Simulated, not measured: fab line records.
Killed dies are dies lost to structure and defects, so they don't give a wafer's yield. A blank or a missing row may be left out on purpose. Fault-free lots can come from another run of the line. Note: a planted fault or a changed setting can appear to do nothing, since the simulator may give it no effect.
Which tool did it? ; flow gf180mcu ; 14 lots with 42 wafers sampled at 5 steps, on a route of 602 steps

## WHAT THE GAUGES SHOWED, per wafer
GF_DUAL_GATE_OVL_MEAS_11.
lot;measured;on;DUAL_GATE_OVL (nm)
L183;day 8 05:07;overlay-01;3.2 3.2 1.7
L185;day 8 14:28;overlay-01;-1.2 -0.3 -0.6
L186;day 8 18:52;overlay-02;1.6 -0.7 -0.3
L187;day 9 02:13;overlay-02;2.3 1.5 2.8
L189;day 9 15:15;overlay-02;1.4 3.1 2.6
L190;day 9 20:53;overlay-02;1.7 -0.3 -1.1
L191;day 10 04:01;overlay-01;0.2 3.4 1.1
L192;day 10 10:34;overlay-01;-2.4 0.4 -1.6
L193;day 10 14:23;overlay-02;-0.5 1.9 -0.8
L201;day 12 23:25;overlay-01;0.7 0.4 -0.1
L203;day 13 09:23;overlay-01;0.2 0.7 -0.2
L204;day 13 22:52;overlay-02;-0.8 -1.2 -0.4
L205;day 13 23:09;overlay-01;0.7 2.8 2.3
L206;day 14 10:43;overlay-02;-2.8 -1.2 -0.5

GF_POLY_GATE_THK_MEAS_17.
lot;measured;on;POLY_GATE_OXIDATION_THK (nm)
L183;day 9 02:31;film-metro-02;3.90 3.92 3.89
L185;day 9 09:56;film-metro-02;3.91 3.97 4.03
L186;day 9 15:47;film-metro-04;3.97 4.04 4.03
L187;day 10 00:55;film-metro-04;3.93 3.89 3.99
L189;day 10 15:46;film-metro-03;6.44 6.45 6.54
L190;day 11 01:49;film-metro-03;6.69 6.73 6.78
L191;day 11 08:26;film-metro-04;4.03 4.07 4.02
L192;day 11 19:29;film-metro-03;4.20 4.07 4.09
L193;day 11 22:16;film-metro-04;6.70 6.69 6.62
L201;day 14 12:25;film-metro-04;4.05 4.05 4.02
L203;day 14 19:08;film-metro-02;3.95 3.89 3.91
L204;day 15 08:38;film-metro-03;3.89 3.91 3.88
L205;day 15 08:58;film-metro-03;3.90 3.97 3.87
L206;day 15 20:56;film-metro-04;4.02 4.11 3.96

## WHAT TOOL EACH LOT RAN ON (gives the tool, then ch and the chambers of the sampled wafers, and finally the start)
lot;GF_VT_IMPLANT_RTA_45;GF_POLY_GATE_STRIP_14;GF_POLY_GATE_OXIDATION_16
L183;rtp-anneal-01 ch 0, day 7 12:56;plasma-asher-03 ch 0,1, day 8 23:45;furnace-02 ch 0, day 9 01:14
L185;rtp-anneal-01 ch 0, day 8 01:53;plasma-asher-01 ch 0,1, day 9 07:40;furnace-02 ch 0, day 9 08:41
L186;rtp-anneal-01 ch 0, day 8 06:45;plasma-asher-01 ch 0,1, day 9 14:14;furnace-01 ch 0, day 9 14:31
L187;rtp-anneal-01 ch 0, day 8 11:23;plasma-asher-01 ch 0,1, day 9 23:17;furnace-02 ch 0, day 9 23:39
L189;rtp-anneal-01 ch 0, day 8 20:56;plasma-asher-03 ch 0,1, day 10 12:52;furnace-01 ch 0, day 10 12:59 and furnace-02 ch 0, day 10 14:23
L190;rtp-anneal-02 ch 0, day 9 00:32;plasma-asher-01 ch 0,1, day 10 19:05;furnace-02 ch 0, day 10 21:52
L191;rtp-anneal-02 ch 0, day 9 08:23;plasma-asher-03 ch 0,1, day 11 04:37;furnace-02 ch 0, day 11 07:10
L192;rtp-anneal-01 ch 0, day 9 14:58;plasma-asher-01 ch 0,1, day 11 11:13;furnace-02 ch 0, day 11 18:13
L193;rtp-anneal-02 ch 0, day 9 18:22;plasma-asher-02 ch 0,1, day 11 13:17;furnace-02 ch 0, day 11 18:13
L201;rtp-anneal-02 ch 0, day 12 00:25;plasma-asher-01 ch 0,1, day 14 05:13;furnace-01 ch 0, day 14 11:10
L203;rtp-anneal-01 ch 0, day 12 11:47;plasma-asher-01 ch 0,1, day 14 15:28;furnace-01 ch 0, day 14 17:53
L204;rtp-anneal-01 ch 0, day 12 21:11;plasma-asher-01 ch 0,1, day 15 07:13;furnace-02 ch 0, day 15 07:22
L205;rtp-anneal-02 ch 0, day 13 00:25;plasma-asher-02 ch 0, day 15 07:34;furnace-01 ch 0, day 15 07:43
L206;rtp-anneal-02 ch 0, day 13 08:11;plasma-asher-02 ch 0,1, day 15 18:49;furnace-02 ch 0, day 15 19:40
- GF_VT_IMPLANT_RTA_45: time 30 s.
- GF_POLY_GATE_STRIP_14: strips in O2/N2.
- GF_POLY_GATE_OXIDATION_16: stabilise 600 s, purge 300 s, target thk 4 nm.

## WHAT THE TOOLS THEMSELVES READ (means of the sampled wafers that have a number; where no wafer has one, the mark that the record gives instead)
GF_VT_IMPLANT_RTA_45.
lot;tool;lamp-power-pct (%);wafer_temp_C_max
L183;rtp-anneal-01;34.2;1055.0
L185;rtp-anneal-01;34.2;1055.8
L186;rtp-anneal-01;34.2;1055.8
L187;rtp-anneal-01;34.2;1054.6
L189;rtp-anneal-01;34.3;1055.3
L190;rtp-anneal-02;36.5;1053.6
L191;rtp-anneal-02;36.5;1053.3
L192;rtp-anneal-01;34.2;1054.8
L193;rtp-anneal-02;36.5;1054.1
L201;rtp-anneal-02;36.5;1055.2
L203;rtp-anneal-01;34.2;1054.7
L204;rtp-anneal-01;34.2;1056.3
L205;rtp-anneal-02;36.4;1053.9
L206;rtp-anneal-02;36.5;1053.6

GF_POLY_GATE_STRIP_14.
lot;tool;drypump-motor-current-A (A);heater-power-w (W);oes-product-au (a.u.)
L183;plasma-asher-03;5.80;331;0.510
L185;plasma-asher-01;5.81;373;0.508
L186;plasma-asher-01;5.83;366;0.505
L187;plasma-asher-01;5.73;382;0.504
L189;plasma-asher-03;5.81;345;0.507
L190;plasma-asher-01;5.75;381;0.509
L191;plasma-asher-03;5.81;329;0.502
L192;plasma-asher-01;5.74;375;0.506
L193;plasma-asher-02;5.82;312;0.502
L201;plasma-asher-01;5.82;371;0.503
L203;plasma-asher-01;5.78;375;0.507
L204;plasma-asher-01;5.71;373;0.505
L205;plasma-asher-02;6.15;323;0.505
L206;plasma-asher-02;5.50;296;0.506

## THE ANSWER, worked out from the rows above alone
Rule: the lots themselves supply what counts as usual. Put in order of their means at a reading, lots are off if they are a third of the lots or fewer, leave a main group of 4 or more, and stand apart from it by a gap of 3 or more times the standard deviation of the main group's means; of several such gaps the widest counts. Not used: any main group whose means are identical at the precision the tables above print for the reading. A lot without any number at a reading at which 4 lots or more have one is off too. Where the step has rows for the other lots, those lots are counted as sound. Order of review: gauges by route order, followed by the tools' own readings, for which a lot's mean as printed above is used. At the first step where some lot is off, the reading lying furthest off is the one used; lots without a number count as furthest.
Off: L189, L190, L193, seen at GF_POLY_GATE_THK_MEAS_17 (POLY_GATE_OXIDATION_THK). The main group has a mean of 3.98 nm with a standard deviation of 0.07.
A tool fits if, at a process step before that reading, it ran every lot that is off, and no sound lot after the first of them. The gauges at GF_POLY_GATE_THK_MEAS_17 are tried like those tools. No candidate that was tried fits.

## WHAT THE SIMULATOR HAD PUT IN
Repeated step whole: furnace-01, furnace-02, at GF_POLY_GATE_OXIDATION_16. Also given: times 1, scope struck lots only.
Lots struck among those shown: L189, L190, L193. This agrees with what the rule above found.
